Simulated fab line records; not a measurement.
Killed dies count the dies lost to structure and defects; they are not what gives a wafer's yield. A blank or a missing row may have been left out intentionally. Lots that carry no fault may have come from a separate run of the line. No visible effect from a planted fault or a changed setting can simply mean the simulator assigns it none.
Which tool did it? + flow sfqLine + route of 325 steps, sampled at 1 step: 15 lots, 45 wafers

== WHAT EACH GAUGE READ, for each wafer ==
Not one reading of a measure or inspect step in the record can be checked against a usual standard deviation.

== WHAT TOOL EACH LOT RAN ON (gives the tool, then ch and the chambers of the sampled wafers, and finally the start) ==
| lot  | SFQ_TRILAYER_I3_VIA_STRIP_STRIP_089 |
|------|-------------------------------------|
| L788 | rieMetal-01 ch 1, day 50 16:54      |
| L789 | rieMetal-01 ch 0,1, day 51 12:25    |
| L792 | rieMetal-02 ch 0,1, day 54 01:02    |
| L793 | rieMetal-01 ch 0, day 54 04:38      |
| L794 | rieMetal-01 ch 0,1, day 54 08:14    |
| L795 | rieMetal-02 ch 0,1, day 54 11:50    |
| L796 | rieMetal-02 ch 0,1, day 54 19:02    |
| L798 | rieMetal-01 ch 0,1, day 55 15:46    |
| L799 | rieMetal-01 ch 1, day 56 01:17      |
| L802 | rieMetal-02 ch 0, day 56 19:29      |
| L803 | rieMetal-04 ch 0,1, day 56 21:41    |
| L804 | rieMetal-01 ch 0,1, day 57 06:17    |
| L805 | rieMetal-01 ch 0,1, day 57 10:53    |
| L806 | rieMetal-04 ch 1, day 57 14:29      |
| L807 | rieMetal-01 ch 0,1, day 57 21:41    |
- SFQ_TRILAYER_I3_VIA_STRIP_STRIP_089: strips in O2.

== AS READ BY THE TOOLS THEMSELVES (means over the sampled wafers that have a number; for cases with no such wafer, the mark the record gives instead) ==
SFQ_TRILAYER_I3_VIA_STRIP_STRIP_089. Usual: chamberPressureMTorr 50.00 mTorr, standard deviation 0.046; drypumpMotorCurrentA 5.4 A, standard deviation 0.35; oesProductAu 1.005 a.u., standard deviation 0.0085.
| lot  | tool        | chamberPressureMTorr (mTorr) | drypumpMotorCurrentA (A) | oesProductAu (a.u.) | flag |
|------|-------------|------------------------------|--------------------------|---------------------|------|
| L788 | rieMetal-01 | 50.01                        | 5.4                      | 1.011               |      |
| L789 | rieMetal-01 | 50.03                        | 5.3                      | 1.006               |      |
| L792 | rieMetal-02 | -                            | -                        | -                   | OFF  |
| L793 | rieMetal-01 | -                            | -                        | -                   | OFF  |
| L794 | rieMetal-01 | -                            | -                        | -                   | OFF  |
| L795 | rieMetal-02 | 49.98                        | 6.1                      | 1.003               |      |
| L796 | rieMetal-02 | 49.97                        | 6.1                      | 1.001               |      |
| L798 | rieMetal-01 | 49.99                        | 5.4                      | 1.004               |      |
| L799 | rieMetal-01 | 50.03                        | 5.4                      | 1.015               |      |
| L802 | rieMetal-02 | 50.03                        | 5.3                      | 1.004               |      |
| L803 | rieMetal-04 | 49.99                        | 5.2                      | 0.999               |      |
| L804 | rieMetal-01 | 49.97                        | 5.3                      | 1.004               |      |
| L805 | rieMetal-01 | 49.97                        | 5.4                      | 1.006               |      |
| L806 | rieMetal-04 | 49.97                        | 5.1                      | 1.004               |      |
| L807 | rieMetal-01 | 50.02                        | 5.4                      | 1.001               |      |

== THE ANSWER, worked out from the rows above alone ==
Rule: a lot is off if the mean of its wafers that have a number lies more than 3 standard deviations from the usual mean. A lot without any number at a reading at which 4 lots or more have one is off too. The other lots that the step has rows for count as sound. After the gauges, taken in route order, come the tools' own readings; for these a lot's mean is taken, as printed above. The first step at which some lot is off is used, and at that step the reading that is off furthest; a lot without a number counts as furthest.
Off: L792, L793, L794 (SFQ_TRILAYER_I3_VIA_STRIP_STRIP_089, chamberPressureMTorr). Without a number there: L792, L793, L794.
If a tool, at that step or one of the process steps before it, ran each lot that is off and ran no sound lot following the first of them, it fits. No candidate that was tried fits.

== WHAT THE SIMULATOR HAD PUT IN ==
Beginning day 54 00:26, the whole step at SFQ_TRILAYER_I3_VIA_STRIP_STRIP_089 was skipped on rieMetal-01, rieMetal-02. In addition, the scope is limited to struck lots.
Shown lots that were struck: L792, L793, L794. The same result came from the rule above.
